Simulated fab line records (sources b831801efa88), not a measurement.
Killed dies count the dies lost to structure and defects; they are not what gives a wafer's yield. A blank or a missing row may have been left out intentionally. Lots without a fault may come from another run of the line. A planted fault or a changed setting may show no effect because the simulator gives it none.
fab line records + flow sky130
record:
- lots: 14
- wafers: 42
- last-day: 50
route steps=708 shown RES_XHIGH@339 PAD_OPEN@708
lots with no fault: from the same line, run without faults
start-h: hours from the record's opening day to when the first of the lot's shown wafers began + wait-h: how many hours have passed since the lot's step before this one + " unchanged from the row above + L1.1+2: a single row standing in for several wafers + - no value present, or no start provided + * or withheld: withheld + < > ~ a bound
route shown NAME@n: names a module that has steps shown in the file, with the first one's number in the route + usual: mean/standard deviation of fault-free wafers + same: alike in all rows + chamber/n: place in a boat + sites: each site's reading + _std_site: how widely they spread, as a standard deviation + _edge_site: inner sites' mean taken away from outer sites' mean + radius-mm: how far each site lies from the wafer's centre + mask NAME#n: copy n + behind: the most recent tool/chamber to have shaped the wafer + hold: why the lot went on hold/how many hours it stayed there/how the hold came to an end + device: transistor that didn't switch, given as n, p or np + end of line: at the end of the route, the tests of the same wafers + for a step that has no rows: nothing shown but its recipe + killed: dies that structure and defects cost at the first sort, which is not the same as the wafer's yield + map: dies across one wafer; x = killed, . = not, _ = none there
set.NAME: the setting that was run; set.NAME@STEP: the one run at that earlier step + model.NAME: the simulator's own value behind a step, which no gauge read
one table for each step of the route and one row for each wafer, over a sample of lots
services: from which hour (start-h, from the record's first day; less than 0 if before it) a tool's chamber was out of use, for how many hours, and why
== steps ==
step: SKY_RES_XHIGH_IMPLANT_07
recipe:
- species: BF2
- energy-kev: 20
- dose-cm2: 3.6e+14
- tilt-deg: 0
usual:
- beam-on-s: 37.4/2.8
- dose-ions-cm2: 3.6e+14/3.8e+11
| lot.wafer | tool         | chamber | start-h | wait-h | beam-on-s | dose-ions-cm2 |
|-----------|--------------|---------|---------|--------|-----------|---------------|
| L101.2    | implanter-02 | 0       | 628.26  | 0.1    | 34.0      | 3.599e+14     |
| L101.4    | "            | 0       | "       | "      | 33.2      | 3.595e+14     |
| L101.5    | "            | 0       | "       | "      | 34.5      | 3.594e+14     |
| L102.2    | implanter-03 | 0       | 637.66  | 0.1    | 40.4      | 3.604e+14     |
| L102.3    | "            | 0       | "       | "      | 39.7      | 3.599e+14     |
| L102.6    | "            | 0       | "       | "      | 39.3      | 3.598e+14     |
| L104.1    | implanter-03 | 0       | 660.74  | 0.1    | 40.7      | 3.599e+14     |
| L104.2    | "            | 0       | "       | "      | 40.4      | 3.599e+14     |
| L104.3    | "            | 0       | "       | "      | 40.4      | 3.596e+14     |
| L106.4    | implanter-01 | 0       | 670.03  | 0.1    | 37.6      | 3.609e+14     |
| L106.5    | "            | 0       | "       | "      | 38.7      | 3.607e+14     |
| L106.6    | "            | 0       | "       | "      | 38.2      | 3.6e+14       |
| L107.1    | implanter-02 | 0       | 680.09  | 0.1    | 34.9      | 3.597e+14     |
| L107.2    | "            | 0       | "       | "      | 35.0      | 3.597e+14     |
| L107.3    | "            | 0       | "       | "      | 33.6      | 3.595e+14     |
| L109.2    | implanter-02 | 0       | 696.06  | 0.1    | 33.8      | 3.602e+14     |
| L109.4    | "            | 0       | "       | "      | 32.2      | 3.604e+14     |
| L109.6    | "            | 0       | "       | "      | 34.3      | 3.597e+14     |
| L108.1    | implanter-02 | 0       | 698.53  | 0.1    | 34.4      | 3.607e+14     |
| L108.3    | "            | 0       | "       | "      | 33.7      | 3.603e+14     |
| L108.6    | "            | 0       | "       | "      | 33.8      | 3.597e+14     |
| L111.1    | implanter-02 | 0       | 714.99  | 0.1    | 25.4      | 2.632e+14     |
| L111.4    | "            | 0       | "       | "      | 24.1      | 2.634e+14     |
| L111.6    | "            | 0       | "       | "      | 23.8      | 2.636e+14     |
| L112.2    | implanter-03 | 0       | 716.46  | 0.1    | 40.2      | 3.603e+14     |
| L112.5    | "            | 0       | "       | "      | 42.1      | 3.597e+14     |
| L112.6    | "            | 0       | "       | "      | 40.2      | 3.599e+14     |
| L113.1    | implanter-02 | 0       | 723.38  | 0.1    | 25.1      | 2.634e+14     |
| L113.2    | "            | 0       | "       | "      | 25.7      | 2.628e+14     |
| L113.5    | "            | 0       | "       | "      | 25.2      | 2.635e+14     |
| L119.1    | implanter-01 | 0       | 782.95  | 0.1    | 38.3      | 3.602e+14     |
| L119.5    | "            | 0       | "       | "      | 39.2      | 3.606e+14     |
| L119.6    | "            | 0       | "       | "      | 39.7      | 3.602e+14     |
| L121.1    | implanter-01 | 0       | 790.45  | 0.1    | 38.9      | 3.601e+14     |
| L121.4    | "            | 0       | "       | "      | 38.1      | 3.603e+14     |
| L121.6    | "            | 0       | "       | "      | 38.7      | 3.602e+14     |
| L122.4    | implanter-02 | 0       | 794.88  | 0.1    | 32.5      | 3.6e+14       |
| L122.5    | "            | 0       | "       | "      | 32.7      | 3.595e+14     |
| L122.6    | "            | 0       | "       | "      | 34.1      | 3.598e+14     |
| L123.4    | implanter-03 | 0       | 800.66  | 0.1    | 40.4      | 3.604e+14     |
| L123.5    | "            | 0       | "       | "      | 40.6      | 3.602e+14     |
| L123.6    | "            | 0       | "       | "      | 40.6      | 3.601e+14     |
step: SKY_RES_XHIGH_TW_MEAS_09
usual:
- RES_XHIGH_TW: 1637/31
| lot.wafer | tool          | chamber | start-h | wait-h | RES_XHIGH_TW |
|-----------|---------------|---------|---------|--------|--------------|
| L101.2    | film-metro-03 | -       | 628.50  | 0.1    | 1610         |
| L101.4    | "             | -       | "       | "      | 1604         |
| L101.5    | "             | -       | "       | "      | 1602         |
| L102.2    | film-metro-03 | -       | 637.90  | 0.1    | 1599         |
| L102.3    | "             | -       | "       | "      | 1612         |
| L102.6    | "             | -       | "       | "      | 1604         |
| L104.1    | film-metro-04 | -       | 660.99  | 0.1    | 1682         |
| L104.2    | "             | -       | "       | "      | 1666         |
| L104.3    | "             | -       | "       | "      | 1679         |
| L106.4    | film-metro-03 | -       | 670.23  | 0.1    | 1582         |
| L106.5    | "             | -       | "       | "      | 1595         |
| L106.6    | "             | -       | "       | "      | 1588         |
| L107.1    | film-metro-02 | -       | 680.34  | 0.1    | 1641         |
| L107.2    | "             | -       | "       | "      | 1642         |
| L107.3    | "             | -       | "       | "      | 1638         |
| L109.2    | film-metro-04 | -       | 696.30  | 0.1    | 1672         |
| L109.4    | "             | -       | "       | "      | 1668         |
| L109.6    | "             | -       | "       | "      | 1672         |
| L108.1    | film-metro-04 | -       | 698.78  | 0.1    | 1669         |
| L108.3    | "             | -       | "       | "      | 1659         |
| L108.6    | "             | -       | "       | "      | 1663         |
| L111.1    | film-metro-03 | -       | 715.24  | 0.1    | 1472         |
| L111.4    | "             | -       | "       | "      | 1468         |
| L111.6    | "             | -       | "       | "      | 1477         |
| L112.2    | film-metro-04 | -       | 716.70  | 0.1    | 1672         |
| L112.5    | "             | -       | "       | "      | 1666         |
| L112.6    | "             | -       | "       | "      | 1666         |
| L113.1    | film-metro-04 | -       | 723.63  | 0.1    | 1508         |
| L113.2    | "             | -       | "       | "      | 1512         |
| L113.5    | "             | -       | "       | "      | 1510         |
| L119.1    | film-metro-03 | -       | 783.20  | 0.1    | 1617         |
| L119.5    | "             | -       | "       | "      | 1619         |
| L119.6    | "             | -       | "       | "      | 1614         |
| L121.1    | film-metro-04 | -       | 790.70  | 0.1    | 1659         |
| L121.4    | "             | -       | "       | "      | 1666         |
| L121.6    | "             | -       | "       | "      | 1675         |
| L122.4    | film-metro-02 | -       | 795.08  | 0.1    | 1644         |
| L122.5    | "             | -       | "       | "      | 1655         |
| L122.6    | "             | -       | "       | "      | 1647         |
| L123.4    | film-metro-04 | -       | 800.86  | 0.1    | 1666         |
| L123.5    | "             | -       | "       | "      | 1677         |
| L123.6    | "             | -       | "       | "      | 1670         |
step: SKY_SD_N_RS_MEAS_18
recipe:
- thk-meas-gauge: four-point-probe
usual:
- RES_XHIGH_RS: 333.4/1.3
| lot.wafer | tool          | chamber | start-h | wait-h | RES_XHIGH_RS[ohm/sq] |
|-----------|---------------|---------|---------|--------|----------------------|
| L101.2    | film-metro-03 | -       | 658.64  | 0.1    | 332.8                |
| L101.4    | "             | -       | "       | "      | 332.8                |
| L101.5    | "             | -       | "       | "      | 331.7                |
| L102.2    | film-metro-02 | -       | 666.85  | 0.1    | 332.3                |
| L102.3    | "             | -       | "       | "      | 332.3                |
| L102.6    | "             | -       | "       | "      | 333.0                |
| L104.1    | film-metro-04 | -       | 690.07  | 0.1    | 333.9                |
| L104.2    | "             | -       | "       | "      | 333.4                |
| L104.3    | "             | -       | "       | "      | 332.7                |
| L106.4    | film-metro-04 | -       | 699.68  | 0.1    | 330.6                |
| L106.5    | "             | -       | "       | "      | 331.6                |
| L106.6    | "             | -       | "       | "      | 331.7                |
| L107.1    | film-metro-03 | -       | 708.76  | 0.1    | 336.1                |
| L107.2    | "             | -       | "       | "      | 336.6                |
| L107.3    | "             | -       | "       | "      | 336.6                |
| L109.2    | film-metro-02 | -       | 725.00  | 0.1    | 331.5                |
| L109.4    | "             | -       | "       | "      | 332.3                |
| L109.6    | "             | -       | "       | "      | 332.2                |
| L108.1    | film-metro-03 | -       | 727.41  | 0.1    | 333.4                |
| L108.3    | "             | -       | "       | "      | 333.2                |
| L108.6    | "             | -       | "       | "      | 333.9                |
| L111.1    | film-metro-02 | -       | 744.17  | 0.1    | 423.6                |
| L111.4    | "             | -       | "       | "      | 427.3                |
| L111.6    | "             | -       | "       | "      | 427.4                |
| L112.2    | film-metro-03 | -       | 745.05  | 0.1    | 334.2                |
| L112.5    | "             | -       | "       | "      | 333.3                |
| L112.6    | "             | -       | "       | "      | 334.1                |
| L113.1    | film-metro-03 | -       | 751.85  | 0.1    | 428.6                |
| L113.2    | "             | -       | "       | "      | 430.2                |
| L113.5    | "             | -       | "       | "      | 428.5                |
| L119.1    | film-metro-03 | -       | 810.47  | 0.1    | 333.2                |
| L119.5    | "             | -       | "       | "      | 333.6                |
| L119.6    | "             | -       | "       | "      | 333.1                |
| L121.1    | film-metro-03 | -       | 817.98  | 0.1    | 335.2                |
| L121.4    | "             | -       | "       | "      | 333.8                |
| L121.6    | "             | -       | "       | "      | 334.5                |
| L122.4    | film-metro-03 | -       | 822.33  | 0.1    | 332.5                |
| L122.5    | "             | -       | "       | "      | 334.2                |
| L122.6    | "             | -       | "       | "      | 332.9                |
| L123.4    | film-metro-04 | -       | 828.13  | 0.1    | 335.1                |
| L123.5    | "             | -       | "       | "      | 335.0                |
| L123.6    | "             | -       | "       | "      | 333.8                |
step: SKY_PAD_OPEN_PROBE_99
usual:
- killed_at_M0_to_M3: 42/7
- killed_at_M4_up: 3.2/1.6
- killed-at-contacts: 24/5.8
- killed-at-front-end: 16/4.3
- killed-at-other: 0.3/0.62
- killed-dies: 86/9.5
- killed-open: 46/6.4
- killed-short: 39/6.3
same:
- gross-dies: 492
- killed-at-back-side: 0
| lot.wafer | tool      | chamber | start-h | wait-h | killed_at_M0_to_M3 | killed_at_M4_up | killed-at-contacts | killed-at-front-end | killed-at-other | killed-dies | killed-open | killed-short |
|-----------|-----------|---------|---------|--------|--------------------|-----------------|--------------------|---------------------|-----------------|-------------|-------------|--------------|
| L112.2    | prober-02 | -       | 1148.02 | 0.1    | 41                 | 3               | 29                 | 7                   | 0               | 80          | 47          | 32           |
| L112.5    | prober-02 | -       | 1148.17 | 0.2    | 44                 | 3               | 19                 | 18                  | 1               | 85          | 45          | 37           |
| L112.6    | prober-02 | -       | 1148.22 | 0.2    | 47                 | 2               | 24                 | 13                  | 0               | 86          | 46          | 39           |
killed by level:class
L112.2 CONTACT:geometric-particle:open=10 VIA1:geometric-particle:open=10 LI_CONTACT:geometric-particle:open=8 VIA2:geometric-particle:open=8 VIA1:geometric-particle:short=6 CONTACT:geometric-particle:short=5 POLY_GATE:geometric-particle:open=3 LOCAL_INTERCONNECT:geometric-particle:short=3
L112.5 VIA1:geometric-particle:open=11 CONTACT:geometric-particle:open=8 VIA3:geometric-particle:open=7 METAL2:geometric-particle:short=7 FIELD_ISO:geometric-particle:short=4 LI_CONTACT:geometric-particle:open=4 CONTACT:geometric-particle:short=4 VIA1:geometric-particle:short=4
L112.6 VIA2:geometric-particle:open=11 VIA1:geometric-particle:open=10 CONTACT:geometric-particle:short=8 VIA3:geometric-particle:open=7 CONTACT:geometric-particle:open=7 VIA1:geometric-particle:short=6 METAL1:geometric-particle:short=6 LI_CONTACT:geometric-particle:open=5
== services ==
| tool         | chamber | start-h | hours | kind   |
|--------------|---------|---------|-------|--------|
| implanter-03 | -       | 626.22  | 2.6   | repair |
| implanter-03 | -       | 626.40  | 1.2   | repair |
| implanter-01 | -       | 712.60  | 10.8  | pm     |
| implanter-03 | -       | 730.01  | 3.1   | repair |
| implanter-02 | -       | 751.72  | 3.5   | repair |
| implanter-02 | -       | 770.79  | 2.7   | repair |
| implanter-02 | -       | 774.19  | 4.1   | repair |
| implanter-02 | -       | 778.30  | 4.0   | pm     |
| implanter-03 | -       | 784.67  | 1.8   | repair |
| implanter-03 | -       | 785.43  | 14.4  | repair |
| implanter-01 | -       | 794.33  | 4.1   | repair |
== key ==
first-sign:
- step: SKY_RES_XHIGH_IMPLANT_07
- reading: dose-ions-cm2
- direction: down
- sigmas: 99+
- usual: *
- struck: *
effect:
- step: SKY_RES_XHIGH_IMPLANT_07
- reading: beam-on-s
- direction: down
- sigmas: 4.4
- usual: 37.4
- struck: 24.9
effect:
- step: SKY_RES_XHIGH_TW_MEAS_09
- reading: RES_XHIGH_TW
- direction: down
- sigmas: 4.8
- usual: 1637
- struck: 1491
effect:
- step: SKY_SD_N_RS_MEAS_18
- reading: RES_XHIGH_RS
- direction: up
- sigmas: 74
- usual: 333.4
- struck: 427.6
met-at SKY_RES_XHIGH_IMPLANT_07
struck-lots L111,L113
tester-left-out L111,L113
onset-between 698.53 714.99
fault:
- kind: process-parameter-drift
- tool: implanter-02
- chamber: -
- onset-h: 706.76
- steps: SKY_RES_XHIGH_IMPLANT_07
- channel: dose-cm2
- offset: *
- shape: step
- end-h: 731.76
- acts-in: *
- stated: *
tester-left-out: of these lots the tester's yield and bins aren't shown, on N5 and GAA mostly nor the transistor test; their killed dies are dies lost to structure and defects alone, not to doping, threshold or leakage, so they don't give the yield
